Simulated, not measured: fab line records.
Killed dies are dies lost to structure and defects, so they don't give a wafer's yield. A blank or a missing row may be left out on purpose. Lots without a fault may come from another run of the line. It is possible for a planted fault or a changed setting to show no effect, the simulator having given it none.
fab line records	flow sky130
[record] lots = 6	wafers = 18	last_day = 50
route steps=708 shown POLY_GATE@233 LDD_N@237 LDD_P@255 PAD_OPEN@708
lots that met no fault: from a run of the same line without faults
start_h: the number of hours between the record's first day and the start of the first shown wafer of the lot	wait_h: hours since the lot's step before	" unchanged from the row above	L1.1+2: several wafers, shown together as one row	- no value present, or no start provided	* or withheld: withheld	< > ~ a bound
route shown NAME@n: NAME is a module with steps in the file, n the number in the route of the first one	usual: mean/standard deviation of fault-free wafers	same: alike in all rows	chamber/n: place in a boat	sites: per-site readings	_std_site: the standard deviation of these	_edge_site: outer sites' mean less inner sites'	radius_mm: how far each site lies from the wafer's centre	mask NAME#n: copy n	behind: the most recent tool/chamber to have shaped the wafer	hold: why the lot went on hold/how many hours it stayed there/how the hold came to an end	device: names the non-switching transistor (n, p or np)	end of line: the same wafers' tests at the end of the route	step lacking rows: just its recipe	killed: dies that structure and defects cost at the first sort, which is not the same as the wafer's yield	map: per-die view of a wafer (x killed, . not killed, _ where there is no die)
set.NAME: the setting the step ran with; set.NAME@STEP: the setting that earlier step ran with	model.NAME: the simulator's own value behind a step, which no gauge read
lots seen at some steps along the route; tables by step, rows by wafer
services: the hour from which a tool's chamber was out of use, counted from the record's first day as start_h (under 0 if before that day), plus the number of hours and why
[[steps]]
[step SKY_POLY_GATE_CLEAN_19]
[recipe] chemistry = SC1/SC2	mix = 1:4:20	temp_c = 70	time_s = 150	dry = n2_spin
[step SKY_POLY_GATE_OXIDATION_20]
[recipe] temp_c = 850	ambient = O2	stabilise_s = 600	purge_s = 300	target_thk_a = 40	ox_time_s = 899
[step SKY_POLY_GATE_THK_MEAS_21]
[recipe] reads = SiO2_of_POLY_GATE_OXIDATION_20
[usual] POLY_GATE_OXIDATION_THK = 4.00/0.079
lot.wafer	tool	chamber	start_h	wait_h	POLY_GATE_OXIDATION_THK[nm]
L653.3	film_metro-01	-	387.33	0.0	3.96
L653.5	"	-	"	"	3.99
L653.6	"	-	"	"	4.01
L662.4	film_metro-03	-	481.74	0.0	3.83
L662.5	"	-	"	"	3.88
L662.6	"	-	"	"	3.87
L663.1	film_metro-03	-	495.22	0.0	3.92
L663.3	"	-	"	"	3.91
L663.5	"	-	"	"	3.92
L671.4	film_metro-04	-	548.20	0.0	3.92
L671.5	"	-	"	"	3.98
L671.6	"	-	"	"	3.89
L672.1	film_metro-04	-	558.41	0.0	4.07
L672.5	"	-	"	"	4.03
L672.6	"	-	"	"	4.10
L673.2	film_metro-04	-	566.84	0.0	3.98
L673.3	"	-	"	"	4.09
L673.4	"	-	"	"	4.04
[step SKY_POLY_GATE_CD_MEAS_22]
[usual] cd_nm = 151/3.4
lot.wafer	tool	chamber	start_h	wait_h	cd_nm
L653.3	cd_sem-01	-	387.43	0.1	147
L653.5	"	-	"	"	148
L653.6	"	-	"	"	152
L662.4	cd_sem-01	-	481.86	0.1	155
L662.5	"	-	"	"	154
L662.6	"	-	"	"	151
L663.1	cd_sem-01	-	495.28	0.1	146
L663.3	"	-	"	"	147
L663.5	"	-	"	"	145
L671.4	cd_sem-02	-	548.31	0.1	151
L671.5	"	-	"	"	151
L671.6	"	-	"	"	149
L672.1	cd_sem-02	-	558.47	0.1	154
L672.5	"	-	"	"	149
L672.6	"	-	"	"	150
L673.2	cd_sem-02	-	566.92	0.1	155
L673.3	"	-	"	"	154
L673.4	"	-	"	"	151
[step SKY_LDD_N_DEHYDRATE_00]
[recipe] temp_c = 200	time_s = 60
[step SKY_LDD_N_HMDS_01]
[recipe] prime_time_s = 60	prime_temp_c = 120
[step SKY_LDD_N_COAT_02]
[recipe] resist = NOVOLAK	spin_rpm = 3000	resist_thk_nm = 300
[step SKY_LDD_N_SOFTBAKE_03]
[recipe] temp_c = 90	time_s = 60	resist = NOVOLAK
[step SKY_LDD_N_EXPOSE_04]
[recipe] mask_id = NTM	target_cd_nm = 840	na = 0.6	source_shape = conventional	sigma_outer = 0.6	dose_mj = 110
[step SKY_LDD_N_PEB_05]
[recipe] temp_c = withheld	time_s = *	resist = NOVOLAK
[step SKY_LDD_N_DEVELOP_06]
[recipe] develop_time_s = 60	dev_temp_c = 23
[step SKY_LDD_N_OVL_MEAS_07]
[usual] LDD_N_OVL = 0.6/1.6
lot.wafer	tool	chamber	start_h	wait_h	LDD_N_OVL[nm]
L653.3	overlay-02	-	416.04	0.1	1.1
L653.5	"	-	"	"	1.3
L653.6	"	-	"	"	0.7
L662.4	overlay-02	-	513.15	0.1	-1.0
L662.5	"	-	"	"	-2.0
L662.6	"	-	"	"	-0.4
L663.1	overlay-01	-	525.88	0.1	0.8
L663.3	"	-	"	"	3.2
L663.5	"	-	"	"	0.9
L671.4	overlay-02	-	575.64	0.1	0.1
L671.5	"	-	"	"	1.1
L671.6	"	-	"	"	-1.1
L672.1	overlay-02	-	585.98	0.1	0.3
L672.5	"	-	"	"	0.5
L672.6	"	-	"	"	-0.2
L673.2	overlay-02	-	594.68	0.1	0.9
L673.3	"	-	"	"	-1.9
L673.4	"	-	"	"	-2.8
[step SKY_LDD_N_IMPLANT_08]
[recipe] species = As	energy_kev = 20	dose_cm2 = 7.5e+13	tilt_deg = withheld	rotation_deg = 23
[usual] beam_on_s = 10.00/0.19	dose_ions_cm2 = 7.501e+13/7.3e+10	faraday_current_uA = 423/7.8
lot.wafer	tool	chamber	start_h	wait_h	beam_on_s	dose_ions_cm2	faraday_current_uA
L653.3	implanter-01	0	416.12	0.1	10.06	7.487e+13	420
L653.5	"	0	"	"	9.95	7.492e+13	424
L653.6	"	0	"	"	9.96	7.491e+13	422
L662.4	implanter-04	0	513.24	0.1	17.66	1.4699e+14	468
L662.5	"	0	"	"	16.98	1.4671e+14	486
L662.6	"	0	"	"	17.59	1.4685e+14	472
L663.1	implanter-04	0	525.91	0.0	17.12	1.4695e+14	485
L663.3	"	0	"	"	17.39	1.4686e+14	476
L663.5	"	0	"	"	17.31	1.4695e+14	479
L671.4	implanter-03	0	575.73	0.1	9.85	7.507e+13	427
L671.5	"	0	"	"	9.89	7.498e+13	427
L671.6	"	0	"	"	10.06	7.507e+13	419
L672.1	implanter-04	0	586.02	0.0	10.18	7.498e+13	416
L672.5	"	0	"	"	10.11	7.504e+13	420
L672.6	"	0	"	"	10.08	7.489e+13	421
L673.2	implanter-01	0	594.74	0.0	10.19	7.503e+13	414
L673.3	"	0	"	"	9.91	7.497e+13	426
L673.4	"	0	"	"	9.98	7.498e+13	425
[step SKY_LDD_N_IMPLANT_09]
[recipe] species = As	energy_kev = 20	dose_cm2 = 7.5e+13	tilt_deg = withheld	rotation_deg = 113
[step SKY_LDD_N_IMPLANT_10]
[recipe] species = As	energy_kev = 20	dose_cm2 = 7.5e+13	tilt_deg = withheld	rotation_deg = 203
[step SKY_LDD_N_IMPLANT_11]
[recipe] species = As	energy_kev = 20	dose_cm2 = 7.5e+13	tilt_deg = withheld	rotation_deg = 293
[step SKY_LDD_N_IMPLANT_12]
[recipe] species = BF2	energy_kev = 50	dose_cm2 = 5e+12	tilt_deg = 30	rotation_deg = 0
[step SKY_LDD_N_IMPLANT_13]
[recipe] species = BF2	energy_kev = 50	dose_cm2 = 5e+12	tilt_deg = 30	rotation_deg = 90
[step SKY_LDD_N_IMPLANT_14]
[recipe] species = BF2	energy_kev = 50	dose_cm2 = 5e+12	tilt_deg = 30	rotation_deg = 180
[step SKY_LDD_N_IMPLANT_15]
[recipe] species = BF2	energy_kev = 50	dose_cm2 = 5e+12	tilt_deg = 30	rotation_deg = 270
[step SKY_LDD_N_STRIP_16]
[recipe] chemistry = O2/N2	power_w = 1400	pressure_mtorr = 1500	platen_temp_c = withheld	o2_flow_sccm = 3000	n2_flow_sccm = 300	overash_fraction = 0.5
[usual] drypump_motor_current_A = 5.8/0.55	n2_flow_sccm = 300.0/0.83	oes_product_au = 0.407/0.0048	strip_time_to_endpoint_s = 4.321/0.014
lot.wafer	tool	chamber	start_h	wait_h	drypump_motor_current_A	n2_flow_sccm	oes_product_au	rf_hours_counter_h	strip_time_to_endpoint_s
L653.3	plasma_asher-01	1	421.13	0.1	5.5	300.2	0.403	-	4.320
L653.5	"	1	"	"	5.5	299.7	0.405	-	4.313
L653.6	"	0	"	"	5.2	299.6	0.413	-	4.319
L662.4	plasma_asher-02	0	514.40	0.1	6.3	299.0	0.403	-	4.535
L662.5	"	1	"	"	5.9	299.2	0.396	-	4.524
L662.6	"	0	"	"	6.3	299.9	0.411	-	4.528
L663.1	plasma_asher-02	0	527.11	0.1	6.3	299.7	0.403	38	4.537
L663.3	"	0	"	"	6.3	299.3	0.405	-	4.532
L663.5	"	1	"	"	5.9	300.1	0.412	-	4.519
L671.4	plasma_asher-01	0	576.89	0.1	5.2	299.1	0.398	-	4.323
L671.5	"	0	"	"	5.2	299.6	0.404	-	4.308
L671.6	"	1	"	"	5.5	300.4	0.411	-	4.318
L672.1	plasma_asher-04	0	587.22	0.1	6.8	298.8	0.397	78	4.298
L672.5	"	1	"	"	5.3	301.2	0.407	-	4.316
L672.6	"	0	"	"	6.8	298.7	0.415	-	4.310
L673.2	plasma_asher-02	0	595.91	0.1	6.3	299.5	0.406	45	4.331
L673.3	"	1	"	"	5.9	300.8	0.414	-	4.338
L673.4	"	0	"	"	6.3	299.8	0.397	-	4.323
[step SKY_LDD_N_TW_MEAS_17]
[usual] LDD_N_TW = 2559/17
lot.wafer	tool	chamber	start_h	wait_h	LDD_N_TW
L653.3	film_metro-01	-	421.22	0.1	2534
L653.5	"	-	"	"	2543
L653.6	"	-	"	"	2533
L662.4	film_metro-03	-	514.49	0.1	2672
L662.5	"	-	"	"	2664
L662.6	"	-	"	"	2647
L663.1	film_metro-01	-	527.21	0.1	2655
L663.3	"	-	"	"	2661
L663.5	"	-	"	"	2650
L671.4	film_metro-01	-	576.99	0.1	2549
L671.5	"	-	"	"	2538
L671.6	"	-	"	"	2540
L672.1	film_metro-01	-	587.32	0.1	2540
L672.5	"	-	"	"	2537
L672.6	"	-	"	"	2543
L673.2	film_metro-01	-	596.02	0.1	2559
L673.3	"	-	"	"	2528
L673.4	"	-	"	"	2534
[step SKY_LDD_P_DEHYDRATE_00]
[recipe] temp_c = 200	time_s = 60
[step SKY_PAD_OPEN_PROBE_99]
[usual] killed_at_M0_to_M3 = 43/6.6	killed_at_M4_up = 3.2/1.9	killed_at_contacts = 25/5.3	killed_at_front_end = 16/4.5	killed_at_other = 0.3/0.63	killed_dies = 87/8.9	killed_open = 48/7.9	killed_short = 39/5.3
[same] gross_dies = 492	killed_at_back_side = 0
lot.wafer	tool	chamber	start_h	wait_h	killed_at_M0_to_M3	killed_at_M4_up	killed_at_contacts	killed_at_front_end	killed_at_other	killed_dies	killed_open	killed_short	model.etest.tip_n.rs_ohm_sq	model.etest.nfet_01v8_lvt.vt_sat_v	model.etest.nfet_01v8.vt_sat_v
L653.3	prober-01	-	1088.09	0.2	50	1	25	20	0	96	56	38	444.2	0.5323	0.6555
L653.5	prober-01	-	1088.19	0.2	40	5	35	23	0	103	53	49	446.8	0.5527	0.6633
L653.6	prober-01	-	1088.24	0.2	35	7	31	16	0	89	44	44	445.1	0.5426	0.6567
L662.4	prober-02	-	1148.40	0.2	46	5	23	15	0	89	59	30	387.4	0.5049	0.6325
L662.5	prober-02	-	1148.45	0.2	48	2	20	12	0	82	41	41	390.2	0.4995	0.6231
L662.6	prober-02	-	1148.50	0.2	40	1	24	21	0	86	43	43	388.6	0.4916	0.618
L663.1	prober-02	-	1154.10	0.1	41	5	16	17	0	79	42	37	391.1	0.507	0.629
L663.3	prober-02	-	1154.20	0.2	53	0	19	14	1	87	47	39	392.6	0.5172	0.6382
L663.5	prober-02	-	1154.30	0.2	42	2	16	17	0	77	42	34	390.7	0.5093	0.6333
L671.4	prober-01	-	1183.85	0.2	29	8	26	6	0	69	36	33	433.9	0.5488	0.6607
L671.5	prober-01	-	1183.90	0.2	51	8	36	7	0	102	62	40	436.8	0.5538	0.6583
L671.6	prober-01	-	1183.95	0.2	38	3	25	18	0	84	49	35	438.7	0.5484	0.6593
L672.1	prober-02	-	1189.36	0.1	45	3	27	9	0	84	56	28	453.2	0.5636	0.6665
L672.5	prober-02	-	1189.56	0.2	49	1	30	23	1	104	62	42	453.2	0.5596	0.6659
L672.6	prober-02	-	1189.61	0.2	46	1	17	24	1	89	54	35	454.6	0.5486	0.6557
L673.2	prober-01	-	1193.05	0.1	45	6	28	18	0	97	44	52	443.7	0.5377	0.6533
L673.3	prober-01	-	1193.10	0.2	41	2	29	20	0	92	52	40	442.3	0.5406	0.6434
L673.4	prober-01	-	1193.15	0.2	36	4	38	23	0	101	52	49	444.5	0.5296	0.6427
// killed by level:class
L653.3 CONTACT:geometric_particle:open=12 VIA1:geometric_particle:open=11 VIA2:geometric_particle:open=8 CONTACT:geometric_particle:short=7 VIA3:geometric_particle:open=7 POLY_GATE:geometric_particle:open=6 METAL1:geometric_particle:short=5 VIA1:geometric_particle:short=5
L653.5 VIA1:geometric_particle:open=14 CONTACT:geometric_particle:open=12 CONTACT:geometric_particle:short=8 LI_CONTACT:geometric_particle:open=7 METAL1:geometric_particle:short=6 POLY_GATE:geometric_particle:open=5 LOCAL_INTERCONNECT:geometric_particle:short=5 METAL4:geometric_particle:short=5
L653.6 CONTACT:geometric_particle:open=11 LI_CONTACT:geometric_particle:open=7 VIA1:geometric_particle:open=7 METAL1:geometric_particle:short=6 CONTACT:geometric_particle:short=5 VIA1:geometric_particle:short=5 METAL2:geometric_particle:short=5 VIA3:geometric_particle:open=5
L662.4 VIA1:geometric_particle:open=15 CONTACT:geometric_particle:open=10 VIA2:geometric_particle:open=8 VIA3:geometric_particle:open=7 CONTACT:geometric_particle:short=6 FIELD_ISO:geometric_particle:open=5 FIELD_ISO:geometric_particle:short=4 METAL3:geometric_particle:open=4
L662.5 VIA1:geometric_particle:open=13 VIA1:geometric_particle:short=8 CONTACT:geometric_particle:open=7 VIA2:geometric_particle:open=5 FIELD_ISO:geometric_particle:short=4 LI_CONTACT:geometric_particle:open=4 LOCAL_INTERCONNECT:geometric_particle:short=4 METAL1:geometric_particle:short=4
L662.6 VIA1:geometric_particle:open=13 CONTACT:geometric_particle:open=8 VIA1:geometric_particle:short=7 FIELD_ISO:geometric_particle:short=6 CONTACT:geometric_particle:short=6 SPACER:geometric_particle:open=5 METAL3:geometric_particle:short=5 LI_CONTACT:geometric_particle:open=4
L663.1 VIA1:geometric_particle:open=14 FIELD_ISO:geometric_particle:open=6 CONTACT:geometric_particle:open=6 VIA3:geometric_particle:open=6 VIA2:geometric_particle:short=6 METAL4:geometric_particle:short=5 METAL2:geometric_particle:short=5 METAL1:geometric_particle:short=4
L663.3 VIA3:geometric_particle:open=13 CONTACT:geometric_particle:open=8 METAL2:geometric_particle:short=8 VIA1:geometric_particle:open=7 LI_CONTACT:geometric_particle:open=6 VIA3:geometric_particle:short=6 METAL1:geometric_particle:short=5 FIELD_ISO:geometric_particle:open=4
L663.5 VIA1:geometric_particle:open=12 METAL1:geometric_particle:short=7 LI_CONTACT:geometric_particle:open=5 CONTACT:geometric_particle:open=5 VIA2:geometric_particle:open=5 VIA3:geometric_particle:open=5 POLY_GATE:geometric_particle:short=4 METAL2:geometric_particle:short=3
L671.4 VIA1:geometric_particle:open=9 CONTACT:geometric_particle:open=7 LI_CONTACT:geometric_particle:open=6 LOCAL_INTERCONNECT:geometric_particle:short=5 METAL2:geometric_particle:short=5 METAL4:geometric_particle:short=5 CONTACT:geometric_particle:short=4 METAL1:geometric_particle:short=3
L671.5 LI_CONTACT:geometric_particle:open=19 VIA1:geometric_particle:open=11 VIA2:geometric_particle:open=10 METAL2:geometric_particle:short=8 CONTACT:geometric_particle:open=7 METAL1:geometric_particle:short=6 METAL4:geometric_particle:short=5 CONTACT:geometric_particle:short=4
L671.6 CONTACT:geometric_particle:open=14 VIA1:geometric_particle:open=10 METAL1:geometric_particle:short=7 VIA2:geometric_particle:open=6 FIELD_ISO:geometric_particle:short=5 METAL2:geometric_particle:short=5 LI_CONTACT:geometric_particle:open=4 FIELD_ISO:geometric_particle:open=3
L672.1 VIA1:geometric_particle:open=13 CONTACT:geometric_particle:open=10 VIA3:geometric_particle:open=8 LI_CONTACT:geometric_particle:open=7 VIA2:geometric_particle:open=6 FIELD_ISO:geometric_particle:open=5 CONTACT:geometric_particle:short=4 METAL1:geometric_particle:short=4
L672.5 LI_CONTACT:geometric_particle:open=12 VIA1:geometric_particle:open=12 VIA2:geometric_particle:open=9 POLY_GATE:geometric_particle:short=8 CONTACT:geometric_particle:open=7 POLY_GATE:geometric_particle:open=5 METAL1:geometric_particle:short=5 VIA1:geometric_particle:short=5
L672.6 VIA1:geometric_particle:open=14 FIELD_ISO:geometric_particle:open=10 VIA1:geometric_particle:short=7 METAL1:geometric_particle:short=7 POLY_GATE:geometric_particle:open=5 LI_CONTACT:geometric_particle:open=5 VIA3:geometric_particle:open=5 LOCAL_INTERCONNECT:geometric_particle:short=4
L673.2 CONTACT:geometric_particle:open=14 METAL2:geometric_particle:short=8 METAL1:geometric_particle:short=7 CONTACT:geometric_particle:short=7 POLY_GATE:geometric_particle:short=5 VIA2:geometric_particle:short=5 VIA1:geometric_particle:open=5 VIA3:geometric_particle:open=5
L673.3 CONTACT:geometric_particle:open=16 VIA1:geometric_particle:open=11 CONTACT:geometric_particle:short=7 FIELD_ISO:geometric_particle:open=5 FIELD_ISO:geometric_particle:short=5 VIA1:geometric_particle:short=5 VIA2:geometric_particle:open=5 LI_CONTACT:geometric_particle:open=4
L673.4 LI_CONTACT:geometric_particle:open=14 CONTACT:geometric_particle:open=11 METAL2:geometric_particle:short=10 FIELD_ISO:geometric_particle:open=6 VIA1:geometric_particle:short=6 POLY_GATE:geometric_particle:short=5 CONTACT:geometric_particle:short=5 VIA1:geometric_particle:open=5
[[services]]
tool	chamber	start_h	hours	kind
implanter-01	-	399.68	3.1	pm
implanter-03	-	415.68	1.4	repair
plasma_asher-02	-	419.64	7.3	repair
plasma_asher-01	-	421.25	9.0	pm
plasma_asher-01	0	421.25	9.0	vent_cycle
plasma_asher-01	1	421.25	9.0	vent_cycle
implanter-04	-	421.80	1.0	repair
implanter-04	-	423.51	0.6	repair
plasma_asher-01	0	430.25	-	clean
plasma_asher-01	1	430.25	-	clean
implanter-01	-	442.33	9.2	repair
plasma_asher-02	-	459.94	0.8	repair
implanter-04	-	463.20	4.8	pm
implanter-03	-	466.57	2.0	repair
plasma_asher-02	-	468.12	1.2	repair
implanter-03	-	470.46	4.5	pm
plasma_asher-04	-	472.09	0.7	repair
implanter-04	-	480.32	1.4	repair
implanter-01	-	501.31	1.6	repair
plasma_asher-02	-	557.85	1.2	repair
implanter-03	-	566.98	8.6	pm
implanter-03	-	577.95	3.3	pm
implanter-01	-	590.90	3.7	repair
[[key]]
[first_sign] step = SKY_LDD_N_IMPLANT_08	reading = dose_ions_cm2	direction = up	sigmas = 99+	usual = *	struck = *
[effect] step = SKY_LDD_N_IMPLANT_08	reading = beam_on_s	direction = up	sigmas = 38	usual = 10.00	struck = 17.34
[effect] step = SKY_LDD_N_STRIP_16	reading = strip_time_to_endpoint_s	direction = up	sigmas = 14	usual = *	struck = *
[effect] step = SKY_LDD_N_TW_MEAS_17	reading = LDD_N_TW	direction = up	sigmas = 5.8	usual = 2559	struck = 2658
[model_effect] step = SKY_PAD_OPEN_PROBE_99	value = etest.tip_n.rs_ohm_sq	without = 444.2	struck = 390.1
met_at SKY_LDD_N_IMPLANT_08
struck_wafers L662.4,L662.5,L662.6,L663.1,L663.3,L663.5
tester_left_out L662,L663
[fault] kind = process_parameter_drift	tool = implanter-04	chamber = -	onset_h = 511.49	steps = SKY_LDD_N_IMPLANT_08	channel = dose_cm2	offset = *	shape = step	end_h = 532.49	acts_in = *	stated = *
// tester_left_out: of these lots the tester's yield and bins aren't shown, on N5 and GAA mostly nor the transistor test; their killed dies are dies lost to structure and defects alone, not to doping, threshold or leakage, so they don't give the yield
